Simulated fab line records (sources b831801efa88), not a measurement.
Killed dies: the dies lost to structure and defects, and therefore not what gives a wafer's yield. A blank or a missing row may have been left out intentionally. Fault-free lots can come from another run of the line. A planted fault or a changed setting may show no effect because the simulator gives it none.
fab line records	flow sky130
record: lots: 11	wafers: 33	last-day: 50
route steps=708 shown LDD_HVP@285 POLY_CUT@316 RES_XHIGH@339 LOCAL_INTERCONNECT@399
lots that met no fault: from a run of the same line without faults
start-h: start of the lot's first displayed wafer, in hours after the record's first day	wait-h: hours elapsed since this lot's preceding step	" unchanged from the row above	L1.1+2: a row that stands for several wafers	- no value present, or no start provided	* or withheld: withheld	< > ~ a bound
route shown NAME@n: NAME is a module with steps in the file, n the number in the route of the first one	usual: mean/standard deviation taken from wafers without a fault	same: alike in all rows	chamber/n: place in a boat	sites: the reading at each site	_std_site: standard deviation of those values	_edge_site: mean of outer sites minus mean of inner sites	radius-mm: how far each site lies from the wafer's centre	mask NAME#n: copy n	behind: the most recent tool/chamber to have shaped the wafer	hold: the reason the lot was held/the length of the hold in hours/how it ended	device: the transistor (n, p or np) that didn't switch	end of line: the same wafers' tests at the end of the route	step lacking rows: just its recipe	killed: the dies lost at the first sort to structure and to defects; this is not the yield of the wafer	map: a wafer's dies, x killed, . not, _ none there
set.NAME: the setting as run; set.NAME@STEP: as run at that earlier step	model.NAME: the simulator's own value behind a step, which no gauge read
the route's steps for a sample of lots (tables are steps, rows are wafers)
services: a tool's chamber out of use, with start hour (start-h, from the record's first day; less than 0 if before it), hours out, and reason
== steps ==
step: SKY_LDD_HVP_OVL_MEAS_07
usual: LDD_HVP_OVL: -0.1/1.5
lot.wafer	tool	chamber	start-h	wait-h	LDD_HVP_OVL[nm]
L241.3	overlay-01	-	503.37	0.1	-0.8
L241.4	"	-	"	"	-1.7
L241.6	"	-	"	"	-1.8
L243.4	overlay-02	-	527.68	0.1	-0.7
L243.5	"	-	"	"	-1.8
L243.6	"	-	"	"	-0.3
L244.1	overlay-01	-	530.83	0.1	-0.9
L244.2	"	-	"	"	-2.0
L244.6	"	-	"	"	-0.8
L245.2	overlay-01	-	542.72	0.1	1.8
L245.3	"	-	"	"	2.1
L245.6	"	-	"	"	3.7
L247.1	overlay-02	-	560.41	0.1	-0.9
L247.2	"	-	"	"	0.6
L247.4	"	-	"	"	0.2
L249.1	overlay-02	-	592.88	0.1	-1.7
L249.2	"	-	"	"	-0.7
L249.3	"	-	"	"	-2.1
L251.2	overlay-02	-	598.67	0.1	1.7
L251.3	"	-	"	"	0.8
L251.4	"	-	"	"	0.3
L252.1	overlay-02	-	603.18	0.1	-2.1
L252.5	"	-	"	"	-2.5
L252.6	"	-	"	"	-1.3
L259.2	overlay-02	-	661.89	0.1	-1.7
L259.3	"	-	"	"	-1.4
L259.5	"	-	"	"	-0.1
L260.1	overlay-01	-	670.08	0.1	1.0
L260.2	"	-	"	"	-1.1
L260.6	"	-	"	"	0.5
L261.1	overlay-02	-	670.38	0.1	-0.8
L261.2	"	-	"	"	1.0
L261.4	"	-	"	"	1.3
step: SKY_POLY_CUT_OVL_MEAS_09
usual: POLY_CUT_OVL: -4/5.4
lot.wafer	tool	chamber	start-h	wait-h	POLY_CUT_OVL[nm]
L241.3	overlay-01	-	567.04	0.1	-2
L241.4	"	-	"	"	0
L241.6	"	-	"	"	-1
L243.4	overlay-01	-	609.64	0.1	3
L243.5	"	-	"	"	1
L243.6	"	-	"	"	8
L245.2	overlay-02	-	609.98	0.1	3
L245.3	"	-	"	"	-8
L245.6	"	-	"	"	-7
L244.1	overlay-02	-	610.33	0.1	2
L244.2	"	-	"	"	3
L244.6	"	-	"	"	5
L247.1	overlay-02	-	620.33	0.1	-5
L247.2	"	-	"	"	-3
L247.4	"	-	"	"	-2
L249.1	overlay-02	-	653.09	0.1	1
L249.2	"	-	"	"	-5
L249.3	"	-	"	"	0
L251.2	overlay-01	-	658.28	0.1	-10
L251.3	"	-	"	"	-13
L251.4	"	-	"	"	-13
L252.1	overlay-01	-	663.28	0.1	0
L252.5	"	-	"	"	-3
L252.6	"	-	"	"	-9
L259.2	overlay-02	-	723.18	0.1	-3
L259.3	"	-	"	"	-8
L259.5	"	-	"	"	-11
L260.1	overlay-01	-	727.94	0.1	-8
L260.2	"	-	"	"	-10
L260.6	"	-	"	"	-12
L261.1	overlay-01	-	730.54	0.1	-4
L261.2	"	-	"	"	-6
L261.4	"	-	"	"	-10
step: SKY_RES_XHIGH_IMPLANT_07
recipe: species: BF2	energy-kev: 20	dose-cm2: 3.689e+14	tilt-deg: 0
usual: tilt-deg: 0.002/0.022
lot.wafer	tool	chamber	start-h	wait-h	tilt-deg
L241.3	implanter-04	0	623.06	0.1	0.020
L241.4	"	0	"	"	0.026
L241.6	"	0	"	"	0.039
L243.4	implanter-03	0	665.04	0.1	-0.017
L243.5	"	0	"	"	0.002
L243.6	"	0	"	"	-0.033
L245.2	implanter-02	0	665.99	0.1	-0.006
L245.3	"	0	"	"	-0.021
L245.6	"	0	"	"	0.007
L244.1	implanter-04	0	666.61	0.1	-0.029
L244.2	"	0	"	"	-0.013
L244.6	"	0	"	"	-0.023
L247.1	implanter-04	0	675.92	0.1	0.030
L247.2	"	0	"	"	-0.019
L247.4	"	0	"	"	-0.012
L249.1	implanter-03	0	708.11	0.1	-0.007
L249.2	"	0	"	"	-0.028
L249.3	"	0	"	"	0.017
L251.2	implanter-02	0	714.41	0.1	-0.002
L251.3	"	0	"	"	0.039
L251.4	"	0	"	"	0.039
L251.2	implanter-02	0	714.72	0.3	0.012
L251.3	"	0	"	"	-0.016
L251.4	"	0	"	"	-0.014
L252.1	implanter-03	0	718.92	0.1	0.026
L252.5	"	0	"	"	0.002
L252.6	"	0	"	"	-0.046
L252.1	implanter-03	0	719.23	0.3	0.010
L252.5	"	0	"	"	-0.007
L252.6	"	0	"	"	0.037
L259.2	implanter-03	0	773.36	0.1	0.005
L259.3	"	0	"	"	0.009
L259.5	"	0	"	"	0.015
L260.1	implanter-03	0	780.92	0.1	0.001
L260.2	"	0	"	"	0.007
L260.6	"	0	"	"	0.015
L261.1	implanter-04	0	783.43	0.1	0.001
L261.2	"	0	"	"	0.028
L261.4	"	0	"	"	0.015
step: SKY_RES_XHIGH_STRIP_08
recipe: chemistry: O2/N2	power-w: 1400	pressure-mtorr: 1500	platen-temp-c: withheld	o2-flow-sccm: 3000	n2-flow-sccm: 300	overash-fraction: 0.5
usual: drypump-motor-current-A: 5.6/0.36	oes-product-au: 0.710/0.0045	strip-time-to-endpoint-s: 14.29/0.042
lot.wafer	tool	chamber	start-h	wait-h	drypump-motor-current-A	oes-product-au	rf-hours-counter-h	strip-time-to-endpoint-s
L241.3	plasma-asher-04	0	623.19	0.1	5.0	0.707	-	14.33
L241.4	"	1	"	"	5.6	0.707	-	14.29
L241.6	"	0	"	"	5.0	0.707	-	14.34
L243.4	plasma-asher-03	0	665.15	0.1	6.0	0.712	-	14.30
L243.5	"	0	"	"	6.0	0.707	-	14.28
L243.6	"	1	"	"	5.9	0.714	-	14.27
L245.2	plasma-asher-03	1	666.12	0.1	5.9	0.708	82	14.27
L245.3	"	0	"	"	6.0	0.712	-	14.24
L245.6	"	0	"	"	6.1	0.704	-	14.29
L244.1	plasma-asher-04	1	666.76	0.1	5.6	0.707	24	14.37
L244.2	"	0	"	"	5.0	0.711	24	14.32
L244.6	"	1	"	"	5.6	0.704	-	14.31
L247.1	plasma-asher-04	1	676.07	0.1	5.6	0.708	25	14.27
L247.2	"	0	"	"	5.0	0.712	25	14.24
L247.4	"	1	"	"	5.6	0.719	-	14.23
L249.1	plasma-asher-01	1	708.26	0.1	5.4	0.710	54	14.30
L249.2	"	0	"	"	5.6	0.715	54	14.30
L249.3	"	0	"	"	5.7	0.701	-	14.33
L251.2	plasma-asher-03	1	714.85	0.1	5.9	0.684	86	15.00
L251.3	"	0	"	"	6.0	0.685	-	15.03
L251.4	"	1	"	"	5.9	0.690	-	14.99
L252.1	plasma-asher-01	1	719.38	0.1	5.4	0.685	55	15.04
L252.5	"	0	"	"	5.6	0.687	-	15.08
L252.6	"	1	"	"	5.4	0.683	-	15.11
L259.2	plasma-asher-03	0	773.48	0.1	6.0	0.721	91	14.29
L259.3	"	1	"	"	5.9	0.715	-	14.29
L259.5	"	1	"	"	5.9	0.716	-	14.32
L260.1	plasma-asher-01	1	781.07	0.1	5.4	0.708	61	14.25
L260.2	"	0	"	"	5.7	0.702	61	14.24
L260.6	"	1	"	"	5.4	0.710	-	14.28
L261.1	plasma-asher-04	0	783.58	0.1	5.0	0.708	37	14.27
L261.2	"	1	"	"	5.6	0.705	37	14.31
L261.4	"	0	"	"	5.0	0.711	-	14.22
step: SKY_RES_XHIGH_TW_MEAS_09
usual: RES_XHIGH_TW: 1657/14
lot.wafer	tool	chamber	start-h	wait-h	RES_XHIGH_TW
L241.3	film-metro-02	-	623.28	0.1	1643
L241.4	"	-	"	"	1644
L241.6	"	-	"	"	1644
L243.4	film-metro-04	-	665.25	0.1	1686
L243.5	"	-	"	"	1681
L243.6	"	-	"	"	1686
L245.2	film-metro-01	-	666.23	0.1	1656
L245.3	"	-	"	"	1646
L245.6	"	-	"	"	1652
L244.1	film-metro-04	-	666.86	0.1	1682
L244.2	"	-	"	"	1691
L244.6	"	-	"	"	1680
L247.1	film-metro-01	-	676.17	0.1	1648
L247.2	"	-	"	"	1651
L247.4	"	-	"	"	1655
L249.1	film-metro-02	-	708.36	0.1	1643
L249.2	"	-	"	"	1654
L249.3	"	-	"	"	1642
L251.2	film-metro-01	-	714.96	0.1	2017
L251.3	"	-	"	"	2018
L251.4	"	-	"	"	2024
L252.1	film-metro-04	-	719.48	0.1	2044
L252.5	"	-	"	"	2041
L252.6	"	-	"	"	2049
L259.2	film-metro-01	-	773.59	0.1	1662
L259.3	"	-	"	"	1647
L259.5	"	-	"	"	1660
L260.1	film-metro-02	-	781.17	0.1	1648
L260.2	"	-	"	"	1652
L260.6	"	-	"	"	1644
L261.1	film-metro-01	-	783.68	0.1	1656
L261.2	"	-	"	"	1656
L261.4	"	-	"	"	1664
step: SKY_SD_N_RS_MEAS_18
recipe: thk-meas-gauge: four-point-probe
usual: RES_XHIGH_RS: 325.9/1.2
lot.wafer	tool	chamber	start-h	wait-h	RES_XHIGH_RS[ohm/sq]
L241.3	film-metro-04	-	651.73	0.1	326.5
L241.4	"	-	"	"	326.9
L241.6	"	-	"	"	326.8
L243.4	film-metro-04	-	694.25	0.1	325.4
L243.5	"	-	"	"	325.6
L243.6	"	-	"	"	324.8
L245.2	film-metro-02	-	694.34	0.1	324.4
L245.3	"	-	"	"	325.3
L245.6	"	-	"	"	324.5
L244.1	film-metro-01	-	695.42	0.1	325.9
L244.2	"	-	"	"	327.6
L244.6	"	-	"	"	327.5
L247.1	film-metro-01	-	704.44	0.1	326.4
L247.2	"	-	"	"	326.6
L247.4	"	-	"	"	326.3
L249.1	film-metro-01	-	735.74	0.1	325.2
L249.2	"	-	"	"	324.8
L249.3	"	-	"	"	325.7
L251.2	film-metro-04	-	743.21	0.1	201.7
L251.3	"	-	"	"	201.9
L251.4	"	-	"	"	201.6
L252.1	film-metro-02	-	746.70	0.1	201.2
L252.5	"	-	"	"	201.2
L252.6	"	-	"	"	200.0
L259.2	film-metro-02	-	801.93	0.1	324.8
L259.3	"	-	"	"	325.2
L259.5	"	-	"	"	325.1
L260.1	film-metro-02	-	808.96	0.1	326.7
L260.2	"	-	"	"	326.1
L260.6	"	-	"	"	325.3
L261.1	film-metro-02	-	811.46	0.1	325.0
L261.2	"	-	"	"	325.2
L261.4	"	-	"	"	325.4
step: SKY_LOCAL_INTERCONNECT_OVL_MEAS_12
usual: LOCAL_INTERCONNECT_OVL: -3/5.1
lot.wafer	tool	chamber	start-h	wait-h	LOCAL_INTERCONNECT_OVL[nm]
L241.3	overlay-02	-	709.67	0.1	4
L241.4	"	-	"	"	-4
L241.6	"	-	"	"	-3
L243.4	overlay-01	-	749.20	0.1	-7
L243.5	"	-	"	"	-6
L243.6	"	-	"	"	0
L245.2	overlay-02	-	751.04	0.1	-7
L245.3	"	-	"	"	-8
L245.6	"	-	"	"	-13
L244.1	overlay-01	-	752.19	0.1	-2
L244.2	"	-	"	"	-2
L244.6	"	-	"	"	-1
L247.1	overlay-02	-	759.49	0.1	-12
L247.2	"	-	"	"	-6
L247.4	"	-	"	"	-10
L249.1	overlay-01	-	791.79	0.1	1
L249.2	"	-	"	"	-7
L249.3	"	-	"	"	-3
L251.2	overlay-01	-	797.91	0.1	1
L251.3	"	-	"	"	-1
L251.4	"	-	"	"	1
L252.1	overlay-02	-	803.74	0.1	-11
L252.5	"	-	"	"	-4
L252.6	"	-	"	"	3
L259.2	overlay-02	-	857.44	0.1	-4
L259.3	"	-	"	"	-3
L259.5	"	-	"	"	-1
L260.1	overlay-01	-	865.64	0.1	-11
L260.2	"	-	"	"	-9
L260.6	"	-	"	"	-12
L261.1	overlay-02	-	868.49	0.1	0
L261.2	"	-	"	"	2
L261.4	"	-	"	"	2
== services ==
tool	chamber	start-h	hours	kind
implanter-03	-	608.69	3.2	pm
implanter-04	-	630.26	0.6	repair
plasma-asher-01	-	675.51	28.1	pm
plasma-asher-03	-	686.08	12.7	repair
implanter-04	-	701.92	5.2	repair
implanter-04	-	722.15	2.7	repair
implanter-04	-	746.46	1.3	repair
implanter-02	-	773.30	6.6	repair
== key ==
first-sign: step: SKY_RES_XHIGH_IMPLANT_07	reading: visit	direction: added
effect: step: SKY_RES_XHIGH_STRIP_08	reading: strip-time-to-endpoint-s	direction: up	sigmas: 18	usual: *	struck: *
effect: step: SKY_RES_XHIGH_TW_MEAS_09	reading: RES_XHIGH_TW	direction: up	sigmas: 28	usual: 1657	struck: 2032
effect: step: SKY_SD_N_RS_MEAS_18	reading: RES_XHIGH_RS	direction: down	sigmas: 99+	usual: 325.9	struck: 201.3
met-at SKY_RES_XHIGH_IMPLANT_07
struck-lots L251,L252
tester-left-out L251,L252
not-acting-at SKY_LDD_HVP_OVL_MEAS_07,SKY_POLY_CUT_OVL_MEAS_09,SKY_LOCAL_INTERCONNECT_OVL_MEAS_12
fault: kind: repeated-step-whole	tool: implanter-02,implanter-03,implanter-04	chamber: -	onset-h: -	steps: SKY_RES_XHIGH_IMPLANT_07	times: 1	scope: struck-lots-only
tester-left-out: of these lots the tester's yield and bins aren't shown, on N5 and GAA mostly nor the transistor test; their killed dies are dies lost to structure and defects alone, not to doping, threshold or leakage, so they don't give the yield
